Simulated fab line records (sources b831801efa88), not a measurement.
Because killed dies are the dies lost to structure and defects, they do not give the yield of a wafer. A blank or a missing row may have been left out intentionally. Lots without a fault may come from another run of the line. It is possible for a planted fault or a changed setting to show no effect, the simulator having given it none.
fab line records    flow sky130
record: lots: 6  wafers: 18  lastDay: 49
route steps=708 shown LOCAL_INTERCONNECT@396 CONTACT@406 PAD_OPEN@708
lots with no fault: from the same line, run without faults
startH: the number of hours between the record's first day and the start of the first shown wafer of the lot    waitH: how many hours have passed since the lot's step before this one    " repeats the value in the row above    L1.1+2: a single row standing in for several wafers    - no value present, or no start provided    * or withheld: withheld    < > ~ a bound
route shown NAME@n: a module of which the file shows steps, and the number in the route of the first    usual: mean/standard deviation of fault-free wafers    same: alike in all rows    chamber/n: place in a boat    sites: each site's reading    _std_site: how widely they spread, as a standard deviation    _edge_site: outer sites' mean less inner sites'    radiusMm: for every site, how far away it sits from the centre of the wafer    mask NAME#n: copy n    behind: the most recent tool/chamber to have shaped the wafer    hold: why the lot went on hold/how many hours it stayed there/how the hold came to an end    device: whichever transistor did not switch (one of n, p or np)    end of line: the tests these same wafers got at the end of their route    where a step has no rows: the recipe by itself    killed: not the wafer's yield, but the dies lost to structure and defects at the first sort    map: dies across one wafer; x = killed, . = not, _ = none there
set.NAME: the setting that was run; set.NAME@STEP: the one run at that earlier step    model.NAME: the simulator's own value behind a step, which no gauge read
lots seen at some steps along the route; tables by step, rows by wafer
services: from which hour (startH, from the record's first day; less than 0 if before it) a tool's chamber was out of use, for how many hours, and why
== steps ==
step: SKY_LOCAL_INTERCONNECT_PEB_09
recipe: pebTempC: withheld  pebTimeS: withheld  resist: KrF-thick
step: SKY_LOCAL_INTERCONNECT_DEVELOP_10
recipe: developTimeS: 60  resist: KrF-thick  devTempC: 21
step: SKY_LOCAL_INTERCONNECT_CD_MEAS_11
recipe: targetCdNm: 170
usual: cdNm: 170.1/1.5
lot.wafer  tool      chamber  startH  waitH  cdNm
L283.2     cdSem-02  -        718.11  -      171.2
L283.5     "         -        "       "      171.9
L283.6     "         -        "       "      169.1
L296.1     cdSem-01  -        822.89  -      168.8
L296.2     "         -        "       "      168.5
L296.3     "         -        "       "      166.3
L297.2     cdSem-01  -        834.87  -      171.5
L297.3     "         -        "       "      171.1
L297.5     "         -        "       "      169.9
L298.1     cdSem-02  -        836.75  -      170.0
L298.2     "         -        "       "      171.3
L298.3     "         -        "       "      169.3
L301.1     cdSem-02  -        859.65  -      168.5
L301.5     "         -        "       "      170.2
L301.6     "         -        "       "      169.7
L302.3     cdSem-02  -        860.84  -      169.7
L302.4     "         -        "       "      169.1
L302.6     "         -        "       "      170.8
step: SKY_LOCAL_INTERCONNECT_OVL_MEAS_12
usual: LOCAL_INTERCONNECT_OVL: -2/5.2
lot.wafer  tool        chamber  startH  waitH  LOCAL_INTERCONNECT_OVL[nm]
L283.2     overlay-01  -        718.22  0.1    3
L283.5     "           -        "       "      5
L283.6     "           -        "       "      3
L296.1     overlay-01  -        823.01  0.1    -2
L296.2     "           -        "       "      1
L296.3     "           -        "       "      1
L297.2     overlay-02  -        834.97  0.1    10
L297.3     "           -        "       "      2
L297.5     "           -        "       "      7
L298.1     overlay-01  -        836.87  0.1    -2
L298.2     "           -        "       "      0
L298.3     "           -        "       "      1
L301.1     overlay-02  -        859.77  0.1    -11
L301.5     "           -        "       "      -8
L301.6     "           -        "       "      -7
L302.3     overlay-02  -        860.93  0.1    1
L302.4     "           -        "       "      1
L302.6     "           -        "       "      7
step: SKY_LOCAL_INTERCONNECT_ETCH_13
recipe: chemistry: N2/H2  target: BARC  ionEnergyEv: 200  biasW: 100  pressureMtorr: 30  n2FlowSccm: 100  h2FlowSccm: 200  icpW: 500  stopOn: SiO2  timeS: 45.9  targetDepthA: 600
step: SKY_LOCAL_INTERCONNECT_METAL_ETCH_14
recipe: targetDepthNm: 110  stopOn: PSG  chemistry: Cl2/BCl3  target: TiN  resistSidewallDeg: 88  pressureMtorr: 10  icpW: 900  biasW: 48.5  Cl2_flow_sccm: 60  bcl3FlowSccm: 30  timeS: 31.4
usual: drypumpMotorCurrentA: 5.8/0.54  oesProductAu: 0.946/0.0076  throttleValvePct: 21.898/0.0096
lot.wafer  tool         chamber  startH  waitH  drypumpMotorCurrentA  oesProductAu  rfHoursCounterH  throttleValvePct
L283.2     rieMetal-02  0        718.33  0.1    5.5                   0.954         5                21.899
L283.5     "            1        "       "      6.1                   0.952         -                21.904
L283.6     "            0        "       "      5.5                   0.961         -                21.891
L296.1     rieMetal-02  1        823.11  0.0    6.1                   0.946         16               21.909
L296.2     "            0        "       "      5.5                   0.946         9                21.897
L296.3     "            0        "       "      5.5                   0.946         -                21.901
L297.2     rieMetal-03  0        835.06  0.0    6.0                   0.951         6                21.882
L297.3     "            1        "       "      6.4                   0.957         -                21.896
L297.5     "            1        "       "      6.4                   0.960         -                21.904
L298.1     rieMetal-01  0        836.96  0.0    4.9                   0.942         7                21.906
L298.2     "            1        "       "      6.1                   0.941         3                21.897
L298.3     "            0        "       "      4.9                   0.938         -                21.905
L301.1     rieMetal-02  1        859.86  0.0    6.1                   0.942         17               21.904
L301.5     "            1        "       "      6.1                   0.929         -                21.917
L301.6     "            0        "       "      5.5                   0.948         -                21.904
L302.3     rieMetal-01  0        861.03  0.0    4.9                   0.944         -                21.908
L302.4     "            1        "       "      6.1                   0.943         -                21.898
L302.6     "            0        "       "      4.9                   0.942         -                21.916
step: SKY_LOCAL_INTERCONNECT_STRIP_15
recipe: chemistry: O2/N2  powerW: 1400  pressureMtorr: 1500  platenTempC: withheld  o2FlowSccm: 3000  n2FlowSccm: 300  overashFraction: 0.5
usual: drypumpMotorCurrentA: 6.0/0.54  oesProductAu: 0.427/0.0044  stripTimeToEndpointS: 4.719/0.023
lot.wafer  tool            chamber  startH  waitH  drypumpMotorCurrentA  oesProductAu  rfHoursCounterH  stripTimeToEndpointS
L283.2     plasmaAsher-01  1        718.40  0.0    6.4                   0.427         29               4.685
L283.5     "               0        "       "      5.6                   0.432         -                4.733
L283.6     "               1        "       "      6.4                   0.422         -                4.672
L296.1     plasmaAsher-02  1        823.16  0.0    6.7                   0.424         103              4.722
L296.2     "               0        "       "      5.3                   0.434         103              4.712
L296.3     "               0        "       "      5.3                   0.433         -                4.715
L297.2     plasmaAsher-02  1        835.12  0.0    6.6                   0.423         104              4.726
L297.3     "               1        "       "      6.7                   0.431         -                4.737
L297.5     "               0        "       "      5.3                   0.430         -                4.710
L298.1     plasmaAsher-01  1        837.02  0.0    6.5                   0.422         41               4.756
L298.2     "               0        "       "      5.6                   0.426         41               4.728
L298.3     "               1        "       "      6.5                   0.435         -                4.758
L301.1     plasmaAsher-02  0        859.92  0.0    5.3                   0.424         106              4.718
L301.5     "               1        "       "      6.6                   0.423         -                4.724
L301.6     "               0        "       "      5.3                   0.422         -                4.704
L302.3     plasmaAsher-02  0        861.10  0.1    5.3                   0.430         -                4.710
L302.4     "               1        "       "      6.6                   0.427         -                4.724
L302.6     "               0        "       "      5.3                   0.436         -                4.701
step: SKY_LOCAL_INTERCONNECT_STRIP_16
recipe: chemistry: postEtchResidueRemover  timeS: 1200  tempC: 72.5
step: SKY_LOCAL_INTERCONNECT_CLEAN_17
recipe: chemistry: IPA  timeS: 180  tempC: 25
step: SKY_LOCAL_INTERCONNECT_CLEAN_18
recipe: chemistry: O3/DIW  dry: n2Spin
step: SKY_CONTACT_CVD_00
recipe: material: Si3N4  targetThkNm: 75  tempC: 400  timeS: withheld  rfW: 450
usual: heaterPowerW: 663/110
lot.wafer  tool      chamber  startH  waitH  heaterPowerW
L283.2     pecvd-02  0        718.99  0.0    719
L283.5     "         2        "       "      647
L283.6     "         0        "       "      733
L296.1     pecvd-02  2        823.76  0.0    690
L296.2     "         0        "       "      770
L296.3     "         2        "       "      678
L297.2     pecvd-01  2        835.72  0.0    519
L297.3     "         1        "       "      569
L297.5     "         1        "       "      575
L298.1     pecvd-04  2        837.67  0.0    705
L298.2     "         0        "       "      869
L298.3     "         1        "       "      777
L301.1     pecvd-02  2        860.51  0.0    688
L301.5     "         1        "       "      786
L301.6     "         2        "       "      710
L302.3     pecvd-04  0        861.66  0.0    839
L302.4     "         0        "       "      866
L302.6     "         1        "       "      746
step: SKY_CONTACT_THK_MEAS_01
recipe: reads: Si3N4_of_CONTACT_CVD_00
usual: CONTACT_CVD_00_THK: 75.3/1
lot.wafer  tool          chamber  startH  waitH  CONTACT_CVD_00_THK[nm]
L283.2     filmMetro-04  -        719.04  -      73.7
L283.5     "             -        "       "      75.2
L283.6     "             -        "       "      75.4
L296.1     filmMetro-03  -        823.81  -      74.7
L296.2     "             -        "       "      74.7
L296.3     "             -        "       "      75.1
L297.2     filmMetro-04  -        835.76  -      75.1
L297.3     "             -        "       "      75.9
L297.5     "             -        "       "      76.8
L298.1     filmMetro-03  -        837.71  -      74.0
L298.2     "             -        "       "      74.7
L298.3     "             -        "       "      73.8
L301.1     filmMetro-04  -        860.54  -      74.3
L301.5     "             -        "       "      75.3
L301.6     "             -        "       "      74.3
L302.3     filmMetro-02  -        861.71  -      74.2
L302.4     "             -        "       "      75.1
L302.6     "             -        "       "      74.7
step: SKY_CONTACT_HDPCVD_02
recipe: material: SiO2  targetThkNm: 565  sigmaOpenFrac: 0.3  timeS: 94.2  tempC: 600  sih4FlowSccm: 60  pressureMtorr: 6
usual: pressureMtorr: 5.999/0.012  runLengthS: 122.2/0.6
lot.wafer  tool       chamber  startH  waitH  pressureMtorr  runLengthS
L283.2     hdpcvd-01  2        719.09  0.0    5.998          121.7
L283.5     "          2        "       "      5.991          122.3
L283.6     "          1        "       "      5.973          123.1
L296.1     hdpcvd-01  2        823.87  0.1    -              -
L296.2     "          0        "       "      -              -
L296.3     "          1        "       "      -              -
L297.2     hdpcvd-02  2        835.81  0.0    -              -
L297.3     "          1        "       "      -              -
L297.5     "          2        "       "      -              -
L298.1     hdpcvd-01  0        837.77  0.1    5.975          122.2
L298.2     "          2        "       "      5.985          122.0
L298.3     "          1        "       "      5.986          123.9
L301.1     hdpcvd-01  0        860.60  0.1    6.016          122.3
L301.5     "          1        "       "      6.018          123.1
L301.6     "          0        "       "      6.007          122.6
L302.3     hdpcvd-01  2        861.75  0.0    6.003          122.0
L302.4     "          0        "       "      6.003          122.7
L302.6     "          2        "       "      6.019          122.0
step: SKY_CONTACT_CMP_04
recipe: material: SiO2  downForcePsi: 4  platenRpm: 60  padVelocityMS: 0.94248
step: SKY_CONTACT_BOW_MEAS_05
recipe: mode: bow
usual: CONTACT_BOW: 80/6.6
lot.wafer  tool          chamber  startH  waitH  CONTACT_BOW[um]
L283.2     filmMetro-03  -        719.54  0.3    81
L283.5     "             -        "       "      80
L283.6     "             -        "       "      87
L296.1     filmMetro-03  -        824.29  0.2    68
L296.2     "             -        "       "      69
L296.3     "             -        "       "      69
L297.2     filmMetro-03  -        836.26  0.2    70
L297.3     "             -        "       "      59
L297.5     "             -        "       "      55
L298.1     filmMetro-03  -        838.19  0.1    81
L298.2     "             -        "       "      85
L298.3     "             -        "       "      79
L301.1     filmMetro-03  -        861.03  0.1    85
L301.5     "             -        "       "      83
L301.6     "             -        "       "      80
L302.3     filmMetro-02  -        862.22  0.1    91
L302.4     "             -        "       "      85
L302.6     "             -        "       "      84
step: SKY_CONTACT_DEHYDRATE_06
recipe: tempC: 200  timeS: 60
step: SKY_CONTACT_HMDS_07
recipe: primeTimeS: 60  primeTempC: 120
step: SKY_CONTACT_COAT_08
recipe: resist: BARC  tempC: withheld  timeS: withheld  spinRpm: 3000  resistThkNm: 60
step: SKY_CONTACT_COAT_09
recipe: resist: KrF-thick  spinRpm: 3000  resistThkNm: 450
step: SKY_CONTACT_SOFTBAKE_10
recipe: tempC: 100  timeS: 90  resist: KrF-thick
step: SKY_CONTACT_EXPOSE_11
recipe: maskId: CTM1  na: 0.8  sourceShape: annular  sigmaInner: 0.55  sigmaOuter: 0.85  targetCdNm: 170  doseMj: 38
step: SKY_CONTACT_PEB_12
recipe: pebTempC: withheld  pebTimeS: withheld  resist: KrF-thick
step: SKY_CONTACT_DEVELOP_13
recipe: developTimeS: 60  resist: KrF-thick  devTempC: 21
step: SKY_CONTACT_CD_MEAS_14
recipe: targetCdNm: 170
usual: cdNm: 169.5/1.5
lot.wafer  tool      chamber  startH  waitH  cdNm
L283.2     cdSem-01  -        747.41  -      168.7
L283.5     "         -        "       "      169.5
L283.6     "         -        "       "      169.6
L296.1     cdSem-02  -        850.47  -      167.0
L296.2     "         -        "       "      168.6
L296.3     "         -        "       "      167.7
L297.2     cdSem-01  -        861.64  -      168.3
L297.3     "         -        "       "      168.0
L297.5     "         -        "       "      167.3
L298.1     cdSem-01  -        864.12  -      169.9
L298.2     "         -        "       "      171.8
L298.3     "         -        "       "      170.9
L301.1     cdSem-01  -        887.07  -      170.0
L301.5     "         -        "       "      171.3
L301.6     "         -        "       "      170.4
L302.3     cdSem-02  -        887.98  -      169.9
L302.4     "         -        "       "      171.4
L302.6     "         -        "       "      171.5
step: SKY_CONTACT_OVL_MEAS_15
usual: CONTACT_OVL: 0/5.7
lot.wafer  tool        chamber  startH  waitH  CONTACT_OVL[nm]
L283.2     overlay-02  -        747.51  0.1    5
L283.5     "           -        "       "      -4
L283.6     "           -        "       "      3
L296.1     overlay-01  -        850.59  0.1    7
L296.2     "           -        "       "      6
L296.3     "           -        "       "      -5
L297.2     overlay-02  -        861.74  0.1    -4
L297.3     "           -        "       "      -2
L297.5     "           -        "       "      -2
L298.1     overlay-02  -        864.24  0.1    4
L298.2     "           -        "       "      -5
L298.3     "           -        "       "      8
L301.1     overlay-01  -        887.19  0.1    2
L301.5     "           -        "       "      0
L301.6     "           -        "       "      -2
L302.3     overlay-02  -        888.08  0.1    2
L302.4     "           -        "       "      -6
L302.6     "           -        "       "      -3
step: SKY_CONTACT_ETCH_16
recipe: chemistry: N2/H2  target: BARC  ionEnergyEv: 200  sourceW: 500  biasW: 100  pressureMtorr: 30  n2FlowSccm: 100  h2FlowSccm: 200  stopOn: SiO2  timeS: 45.9  targetDepthA: 600
usual: drypumpMotorCurrentA: 5.6/0.45  oesProductAu: 0.854/0.0047  throttleValvePct: 13.225/0.01
lot.wafer  tool        chamber  startH  waitH  drypumpMotorCurrentA  oesProductAu  rfHoursCounterH  throttleValvePct
L283.2     rieDiel-03  3        747.54  0.0    5.3                   0.852         7                13.235
L283.5     "           1        "       "      5.0                   0.845         -                13.214
L283.6     "           3        "       "      5.3                   0.860         -                13.233
L296.1     rieDiel-04  0        850.62  0.0    6.2                   0.859         32               13.218
L296.2     "           3        "       "      5.8                   0.856         26               13.228
L296.3     "           1        "       "      5.6                   0.851         8                13.209
L297.2     rieDiel-02  3        861.77  0.0    5.1                   0.855         13               13.231
L297.3     "           2        "       "      5.2                   0.862         9                13.207
L297.5     "           1        "       "      5.8                   0.853         -                13.226
L298.1     rieDiel-04  3        864.27  0.0    5.9                   0.853         27               13.210
L298.2     "           2        "       "      6.4                   0.848         21               13.240
L298.3     "           1        "       "      5.7                   0.853         8                13.244
L301.1     rieDiel-04  3        887.23  0.0    5.9                   0.850         28               13.221
L301.5     "           2        "       "      6.4                   0.847         -                13.216
L301.6     "           1        "       "      5.7                   0.858         -                13.216
L302.3     rieDiel-02  0        888.10  0.0    5.2                   0.851         15               13.239
L302.4     "           2        "       "      5.3                   0.849         10               13.215
L302.6     "           1        "       "      5.8                   0.856         -                13.225
step: SKY_CONTACT_ETCH_17
recipe: target: SiO2  chemistry: C4F8/O2/Ar  stopOn: Si3N4  maskMaterial: KrF-thick  sourceW: 1500  biasW: 1200  pressureMtorr: 40  c4f8FlowSccm: withheld  O2_flow_sccm: 6  Ar_flow_sccm: 300  timeS: withheld  targetDepthA: 3400
usual: oesProductAu: 0.892/0.0046
lot.wafer  tool        chamber  startH  waitH  oesProductAu  model.etch.depthNm
L283.2     rieDiel-03  3        747.59  0.0    0.892         340.8
L283.5     "           1        "       "      0.886         340.1
L283.6     "           3        "       "      0.896         341.5
L296.1     rieDiel-04  0        850.66  0.0    0.378         0
L296.2     "           3        "       "      0.368         0
L296.3     "           1        "       "      0.378         0
L297.2     rieDiel-02  3        861.81  0.0    0.377         0
L297.3     "           2        "       "      0.377         0
L297.5     "           1        "       "      0.377         0
L298.1     rieDiel-04  3        864.31  0.0    0.897         339.2
L298.2     "           2        "       "      0.891         340.4
L298.3     "           1        "       "      0.894         340.4
L301.1     rieDiel-04  3        887.27  0.0    0.885         341.4
L301.5     "           2        "       "      0.890         342.8
L301.6     "           1        "       "      0.897         341.7
L302.3     rieDiel-02  0        888.14  0.0    0.884         338.6
L302.4     "           2        "       "      0.893         342
L302.6     "           1        "       "      0.881         341.3
step: SKY_CONTACT_ETCH_18
recipe: target: Si3N4  chemistry: CHF3/O2  stopOn: TiN  sourceW: 600  biasW: 200  pressureMtorr: 40  chf3FlowSccm: 50  O2_flow_sccm: 5  timeS: 39  targetDepthA: 750
usual: drypumpMotorCurrentA: 5.5/0.44  oesProductAu: 0.857/0.0079  throttleValvePct: 8.792/0.0092
lot.wafer  tool        chamber  startH  waitH  drypumpMotorCurrentA  oesProductAu  rfHoursCounterH  throttleValvePct
L283.2     rieDiel-03  3        -       -      5.3                   0.852         7                8.793
L283.5     "           1        "       "      5.0                   0.860         -                8.788
L283.6     "           3        "       "      5.2                   0.858         -                8.805
L296.1     rieDiel-04  0        -       -      6.2                   0.853         32               8.777
L296.2     "           3        "       "      5.8                   0.855         27               8.804
L296.3     "           1        "       "      5.6                   0.852         8                8.812
L297.2     rieDiel-02  3        -       -      5.1                   0.857         13               8.791
L297.3     "           2        "       "      5.2                   0.858         9                8.800
L297.5     "           1        "       "      5.8                   0.859         -                8.804
L298.1     rieDiel-04  3        -       -      5.9                   0.845         27               8.777
L298.2     "           2        "       "      6.4                   0.855         21               8.806
L298.3     "           1        "       "      5.6                   0.847         8                8.781
L301.1     rieDiel-04  3        -       -      5.9                   0.843         28               8.806
L301.5     "           2        "       "      6.4                   0.858         -                8.783
L301.6     "           1        "       "      5.6                   0.850         -                8.807
L302.3     rieDiel-02  0        -       -      5.2                   0.850         15               8.794
L302.4     "           2        "       "      5.2                   0.862         10               8.798
L302.6     "           1        "       "      5.7                   0.845         -                8.809
step: SKY_PAD_OPEN_PROBE_99
usual: killed_at_M0_to_M3: 43/6.8  killed_at_M4_up: 2.9/1.7  killedAtContacts: 24/5.4  killedAtFrontEnd: 15/4.8  killedAtOther: 0.3/0.57  killedDies: 85/9.4  killedOnRim: 16/4  killedOpen: 47/7.5  killedShort: 38/5.7
same: grossDies: 492  killedAtBackSide: 0
lot.wafer  tool       chamber  startH   waitH  killed_at_M0_to_M3  killed_at_M4_up  killedAtContacts  killedAtFrontEnd  killedAtOther  killedDies  killedOnRim  killedOpen  killedShort
L283.2     prober-01  -        1080.48  0.1    41                  4                33                13                3              94          12           55          39
L283.5     prober-01  -        1080.63  0.2    45                  7                22                21                0              95          27           53          42
L283.6     prober-01  -        1080.68  0.2    44                  3                21                19                0              87          14           49          38
L296.1     prober-02  -        1155.23  0.1    6                   1                481               4                 0              492         96           8           7
L296.2     prober-02  -        1155.28  0.1    6                   1                484               1                 0              492         96           8           3
L296.3     prober-02  -        1155.33  0.2    5                   1                483               3                 0              492         96           11          4
L298.1     prober-01  -        1169.18  0.1    52                  4                24                7                 0              87          16           48          39
L298.2     prober-01  -        1169.23  0.1    44                  3                18                5                 0              70          13           35          35
L298.3     prober-01  -        1169.28  0.2    40                  3                31                17                0              91          15           60          31
L297.2     prober-02  -        1169.32  0.1    5                   0                486               1                 0              492         96           8           1
L297.3     prober-02  -        1169.37  0.2    12                  0                477               3                 0              492         96           12          8
L297.5     prober-02  -        1169.47  0.2    5                   0                481               6                 0              492         96           9           8
L301.1     prober-01  -        1182.07  0.1    50                  2                28                16                0              96          13           52          44
L301.5     prober-01  -        1182.27  0.2    48                  1                23                21                0              93          29           56          37
L301.6     prober-01  -        1182.32  0.2    44                  2                24                14                0              84          13           45          39
L302.3     prober-02  -        1182.86  0.2    43                  1                25                15                0              84          15           51          33
L302.4     prober-02  -        1182.91  0.2    35                  0                24                13                1              73          19           46          27
L302.6     prober-02  -        1183.01  0.2    43                  5                27                19                0              94          17           53          41
killed by level:class
L283.2 CONTACT:geometricParticle:open=13 VIA1:geometricParticle:open=10 VIA3:geometricParticle:open=9 LI_CONTACT:geometricParticle:open=8 VIA2:geometricParticle:open=8 CONTACT:geometricParticle:short=7 FIELD_ISO:geometricParticle:short=4 POLY_GATE:geometricParticle:short=4
L283.5 CONTACT:geometricParticle:open=9 VIA2:geometricParticle:open=9 VIA1:geometricParticle:short=7 METAL4:geometricParticle:short=7 VIA3:geometricParticle:open=7 POLY_GATE:geometricParticle:open=6 LI_CONTACT:geometricParticle:open=6 METAL1:geometricParticle:short=5
L283.6 VIA3:geometricParticle:open=10 METAL1:geometricParticle:short=8 POLY_GATE:geometricParticle:open=7 VIA1:geometricParticle:open=7 CONTACT:geometricParticle:open=6 LI_CONTACT:geometricParticle:open=5 FIELD_ISO:geometricParticle:open=4 POLY_GATE:geometricParticle:short=4
L296.1 CONTACT:lostPattern=475 FIELD_ISO:geometricParticle:short=2 LI_CONTACT:geometricParticle:open=2 METAL1:geometricParticle:short=2 CONTACT:areaHdpcvd=2 FIELD_ISO:geometricParticle:open=1 POLY_GATE:geometricParticle:short=1 LOCAL_INTERCONNECT:geometricParticle:open=1
L296.2 CONTACT:lostPattern=480 LI_CONTACT:geometricParticle:open=3 VIA1:geometricParticle:open=2 FIELD_ISO:geometricParticle:short=1 METAL4:geometricParticle:short=1 METAL1:geometricParticle:open=1 VIA1:geometricParticle:short=1 VIA2:geometricParticle:open=1
L296.3 CONTACT:lostPattern=473 CONTACT:geometricParticle:open=4 CONTACT:areaHdpcvd=4 POLY_GATE:geometricParticle:open=2 VIA2:geometricParticle:open=2 SPACER:geometricParticle:short=1 LOCAL_INTERCONNECT:geometricParticle:short=1 CONTACT:geometricParticle:short=1
L298.1 VIA1:geometricParticle:open=11 CONTACT:geometricParticle:open=11 VIA3:geometricParticle:open=9 VIA2:geometricParticle:open=7 METAL1:geometricParticle:short=5 METAL2:geometricParticle:short=5 VIA1:geometricParticle:short=4 LI_CONTACT:geometricParticle:open=4
L298.2 VIA1:geometricParticle:open=12 CONTACT:geometricParticle:open=8 VIA2:geometricParticle:open=8 VIA1:geometricParticle:short=7 CONTACT:geometricParticle:short=5 VIA3:geometricParticle:short=5 FIELD_ISO:geometricParticle:short=4 VIA3:geometricParticle:open=3
L298.3 CONTACT:geometricParticle:open=14 VIA2:geometricParticle:open=13 LI_CONTACT:geometricParticle:open=9 POLY_GATE:geometricParticle:open=7 LI_CONTACT:geometricParticle:short=5 VIA3:geometricParticle:open=5 POLY_GATE:geometricParticle:short=4 METAL2:geometricParticle:short=4
L297.2 CONTACT:lostPattern=481 CONTACT:geometricParticle:open=3 VIA3:geometricParticle:open=2 CONTACT:areaHdpcvd=2 FIELD_ISO:geometricParticle:open=1 VIA2:geometricParticle:open=1 METAL3:geometricParticle:open=1 VIA3:geometricParticle:short=1
L297.3 CONTACT:lostPattern=469 VIA3:geometricParticle:open=3 METAL1:geometricParticle:short=3 CONTACT:areaHdpcvd=3 POLY_GATE:geometricParticle:open=2 LI_CONTACT:geometricParticle:open=2 CONTACT:geometricParticle:open=2 VIA2:geometricParticle:open=2
L297.5 CONTACT:lostPattern=474 POLY_GATE:geometricParticle:open=2 POLY_GATE:geometricParticle:short=2 CONTACT:geometricParticle:short=2 CONTACT:geometricParticle:open=2 VIA1:geometricParticle:open=2 FIELD_ISO:geometricParticle:short=1 POLY_CUT:geometricParticle:open=1
L301.1 VIA1:geometricParticle:open=13 METAL1:geometricParticle:short=10 CONTACT:geometricParticle:open=9 FIELD_ISO:geometricParticle:open=8 LOCAL_INTERCONNECT:geometricParticle:short=7 METAL2:geometricParticle:short=7 VIA2:geometricParticle:open=7 LI_CONTACT:geometricParticle:open=4
L301.5 VIA1:geometricParticle:open=11 LI_CONTACT:geometricParticle:open=10 METAL2:geometricParticle:short=8 CONTACT:geometricParticle:open=7 FIELD_ISO:geometricParticle:open=6 VIA3:geometricParticle:short=6 POLY_GATE:geometricParticle:open=6 METAL1:geometricParticle:short=6
L301.6 VIA1:geometricParticle:open=11 CONTACT:geometricParticle:open=10 VIA1:geometricParticle:short=6 METAL2:geometricParticle:short=5 CONTACT:geometricParticle:short=5 VIA3:geometricParticle:open=5 POLY_GATE:geometricParticle:short=4 LI_CONTACT:geometricParticle:open=4
L302.3 VIA1:geometricParticle:open=10 METAL1:geometricParticle:short=9 CONTACT:geometricParticle:open=8 LI_CONTACT:geometricParticle:open=8 VIA3:geometricParticle:open=6 FIELD_ISO:geometricParticle:open=5 VIA2:geometricParticle:open=5 FIELD_ISO:geometricParticle:short=4
L302.4 LI_CONTACT:geometricParticle:open=10 METAL1:geometricParticle:short=7 VIA1:geometricParticle:open=7 CONTACT:geometricParticle:open=6 POLY_GATE:geometricParticle:open=4 CONTACT:geometricParticle:short=4 VIA2:geometricParticle:open=4 VIA3:geometricParticle:open=4
L302.6 CONTACT:geometricParticle:open=12 VIA1:geometricParticle:open=10 FIELD_ISO:geometricParticle:short=9 LI_CONTACT:geometricParticle:open=7 VIA3:geometricParticle:open=7 VIA2:geometricParticle:open=6 METAL1:geometricParticle:short=6 FIELD_ISO:geometricParticle:open=4
map L296.1 (x killed, . not)
__________xxxxxxxxxx_________
________xxxxxxxxxxxxxx_______
______xxxxxxxxxxxxxxxxxx_____
_____xxxxxxxxxxxxxxxxxxxx____
____xxxxxxxxxxxxxxxxxxxxxx___
___xxxxxxxxxxxxxxxxxxxxxxxx__
__xxxxxxxxxxxxxxxxxxxxxxxxxx_
_xxxxxxxxxxxxxxxxxxxxxxxxxxxx
_xxxxxxxxxxxxxxxxxxxxxxxxxxxx
_xxxxxxxxxxxxxxxxxxxxxxxxxxxx
_xxxxxxxxxxxxxxxxxxxxxxxxxxxx
_xxxxxxxxxxxxxxxxxxxxxxxxxxxx
_xxxxxxxxxxxxxxxxxxxxxxxxxxxx
_xxxxxxxxxxxxxxxxxxxxxxxxxxxx
_xxxxxxxxxxxxxxxxxxxxxxxxxxxx
__xxxxxxxxxxxxxxxxxxxxxxxxxx_
___xxxxxxxxxxxxxxxxxxxxxxxx__
____xxxxxxxxxxxxxxxxxxxxxx___
_____xxxxxxxxxxxxxxxxxxxx____
______xxxxxxxxxxxxxxxxxx_____
________xxxxxxxxxxxxxx_______
__________xxxxxxxxxx_________
map L297.2 (x killed, . not)
__________xxxxxxxxxx_________
________xxxxxxxxxxxxxx_______
______xxxxxxxxxxxxxxxxxx_____
_____xxxxxxxxxxxxxxxxxxxx____
____xxxxxxxxxxxxxxxxxxxxxx___
___xxxxxxxxxxxxxxxxxxxxxxxx__
__xxxxxxxxxxxxxxxxxxxxxxxxxx_
_xxxxxxxxxxxxxxxxxxxxxxxxxxxx
_xxxxxxxxxxxxxxxxxxxxxxxxxxxx
_xxxxxxxxxxxxxxxxxxxxxxxxxxxx
_xxxxxxxxxxxxxxxxxxxxxxxxxxxx
_xxxxxxxxxxxxxxxxxxxxxxxxxxxx
_xxxxxxxxxxxxxxxxxxxxxxxxxxxx
_xxxxxxxxxxxxxxxxxxxxxxxxxxxx
_xxxxxxxxxxxxxxxxxxxxxxxxxxxx
__xxxxxxxxxxxxxxxxxxxxxxxxxx_
___xxxxxxxxxxxxxxxxxxxxxxxx__
____xxxxxxxxxxxxxxxxxxxxxx___
_____xxxxxxxxxxxxxxxxxxxx____
______xxxxxxxxxxxxxxxxxx_____
________xxxxxxxxxxxxxx_______
__________xxxxxxxxxx_________
== services ==
tool            chamber  startH  hours  kind
rieDiel-03      3        705.84  4.0    repair
rieMetal-01     1        709.11  5.7    repair
pecvd-04        -        711.14  3.3    repair
pecvd-04        -        712.23  2.1    repair
rieDiel-02      -        718.98  2.8    pm
rieDiel-03      2        725.01  27.3   repair
rieDiel-04      -        741.66  2.3    repair
pecvd-04        -        749.50  6.0    pm
hdpcvd-01       -        759.14  14.6   pm
pecvd-04        1        792.46  6.1    repair
rieDiel-02      1        795.12  15.3   repair
hdpcvd-01       -        798.77  6.0    pm
rieDiel-02      0        799.21  5.2    repair
pecvd-02        -        808.35  6.0    pm
rieDiel-04      -        827.82  2.8    pm
hdpcvd-01       0        839.46  5.2    repair
rieDiel-04      0        841.64  2.7    repair
pecvd-04        -        847.84  0.6    repair
rieDiel-04      2        854.04  5.2    repair
rieDiel-04      0        859.90  2.7    repair
pecvd-02        2        865.09  14.4   repair
plasmaAsher-01  -        868.07  1.5    repair
rieDiel-04      3        869.59  3.9    repair
rieDiel-04      2        870.72  9.8    repair
== key ==
firstSign: step: SKY_CONTACT_HDPCVD_02  reading: toolRecord  direction: missing
effect: step: SKY_CONTACT_BOW_MEAS_05  reading: CONTACT_BOW  direction: down  sigmas: 2.3  usual: 80  struck: 65
effect: step: SKY_CONTACT_ETCH_17  reading: oesProductAu  direction: down  sigmas: 99+  usual: 0.892  struck: 0.376
effect: step: SKY_PAD_OPEN_PROBE_99  reading: killedAtContacts  direction: up  sigmas: 84  usual: 24  struck: 482
modelEffect: step: SKY_CONTACT_ETCH_17  value: etch.depthNm  without: 340  struck: 0
metAt SKY_CONTACT_HDPCVD_02
struckWafers L296.1,L296.2,L296.3,L297.2,L297.3,L297.5
laterRowsLeftOut L296.1,L296.2,L296.3,L297.2,L297.3,L297.5
testerLeftOut L296,L297
onsetBetween 719.09 823.87
fault: kind: skippedStepWhole  tool: hdpcvd-01,hdpcvd-02  chamber: -  onsetH: 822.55  steps: SKY_CONTACT_HDPCVD_02  scope: struckLotsOnly
testerLeftOut: of these lots the tester's yield and bins aren't shown, on N5 and GAA mostly nor the transistor test; their killed dies are dies lost to structure and defects alone, not to doping, threshold or leakage, so they don't give the yield
laterRowsLeftOut: the simulator's readings of these wafers behind a module that went badly wrong aren't trusted and aren't shown, but for the sort
